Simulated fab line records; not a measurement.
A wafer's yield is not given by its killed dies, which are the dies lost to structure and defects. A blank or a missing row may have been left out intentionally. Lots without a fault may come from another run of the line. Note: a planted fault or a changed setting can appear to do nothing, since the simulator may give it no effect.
Which tool was responsible?    flow gf180mcu    10 lots, 30 wafers sampled, at 4 steps of a route of 602

WHAT THE GAUGES READ, wafer by wafer
GF_TOP_METAL_RS_MEAS_05: measurement is done with a four-point probe.
lot   measured      on             TOP_METAL_ALCU_RS (ohm/sq)
L132  day 27 02:35  film-metro-01  0.0323 0.0324 0.0327
L134  day 27 23:47  film-metro-02  0.0331 0.0332 0.0330
L135  day 28 05:47  film-metro-02  0.0325 0.0325 0.0324
L136  day 28 10:29  film-metro-04  0.0329 0.0326 0.0328
L138  day 29 04:58  film-metro-02  0.0357 0.0358 0.0356 0.0357 0.0359 0.0357
L139  day 29 15:31  film-metro-04  0.0355 0.0354 0.0358 0.0355 0.0354 0.0358
L141  day 30 06:27  film-metro-02  0.0320 0.0327 0.0327
L148  day 31 23:24  film-metro-04  0.0329 0.0330 0.0328
L151  day 32 19:22  film-metro-01  0.0327 0.0326 0.0328
L154  day 33 13:16  film-metro-01  0.0332 0.0330 0.0328

WHICH TOOL RAN EACH LOT (tool, then ch and the chambers of the sampled wafers, then the start)
lot   GF_V5_ETCH_16                       GF_V5_CMP_26                   GF_TOP_METAL_SPUTTER_02
L132  rie-diel-01 ch 1,2,3, day 27 00:59  cmp-01 ch 1,2,3, day 27 02:04  pvd-sputter-04, day 27 02:30
L134  rie-diel-01 ch 0,3, day 27 22:03    cmp-01 ch 1,2,3, day 27 23:14  pvd-sputter-01, day 27 23:40
L135  rie-diel-01 ch 1,2, day 28 04:12    cmp-01 ch 0,2,3, day 28 05:19  pvd-sputter-01, day 28 05:42
L136  rie-diel-04 ch 0,1,3, day 28 08:53  cmp-01 ch 0,1,3, day 28 09:58  pvd-sputter-01, day 28 10:23
L138  rie-diel-02 ch 1,2, day 29 03:20    cmp-01 ch 0,2,3, day 29 04:29  pvd-sputter-01, day 29 04:52
L139  rie-diel-04 ch 0,1,2, day 29 13:35  cmp-02 ch 0,1,2, day 29 14:57  pvd-sputter-01, day 29 15:23
L141  rie-diel-02 ch 0,2,3, day 30 04:44  cmp-02 ch 0,1,2, day 30 05:58  pvd-sputter-04, day 30 06:20
L148  rie-diel-01 ch 0,2,3, day 31 21:24  cmp-02 ch 1,2,3, day 31 22:53  pvd-sputter-01, day 31 23:19
L151  rie-diel-04 ch 1,2,3, day 32 17:37  cmp-02 ch 2,3, day 32 18:47    pvd-sputter-01, day 32 19:13
L154  rie-diel-04 ch 0,1, day 33 11:38    cmp-01 ch 1,2, day 33 12:46    pvd-sputter-02, day 33 13:09
- GF_V5_ETCH_16: etches BARC in N2/H2.
- GF_V5_CMP_26: polishes, stops on SiO2, t overpolish 15 s, target thk 0 nm.
- GF_TOP_METAL_SPUTTER_02: material AlCu, target thk 900 nm, time 47.82 s.

THE ANSWER, worked out from the rows above alone
Rule: the usual values come from the lots themselves. Put in order of their means at a reading, lots are off if they are a third of the lots or fewer, leave a main group of 4 or more, and stand apart from it by a gap of 3 or more times the standard deviation of the main group's means; of several such gaps the widest counts. A main group whose means are all the same, to the digits that the tables above print for the reading, isn't used. Also off: a lot with no number at a reading for which 4 or more lots have one. The other lots that the step has rows for count as sound.
Off: L138, L139, seen at GF_TOP_METAL_RS_MEAS_05 (TOP_METAL_ALCU_RS). The main group has a mean of 0.0327 ohm/sq with a standard deviation of 0.00024.
If a tool, at a process step before that reading, ran all the lots that are off and no sound lot after the first of them, it fits. Gauges at GF_TOP_METAL_RS_MEAS_05: tried the same way as those tools. No candidate that was tried fits.

WHAT WAS PUT IN BY THE SIMULATOR
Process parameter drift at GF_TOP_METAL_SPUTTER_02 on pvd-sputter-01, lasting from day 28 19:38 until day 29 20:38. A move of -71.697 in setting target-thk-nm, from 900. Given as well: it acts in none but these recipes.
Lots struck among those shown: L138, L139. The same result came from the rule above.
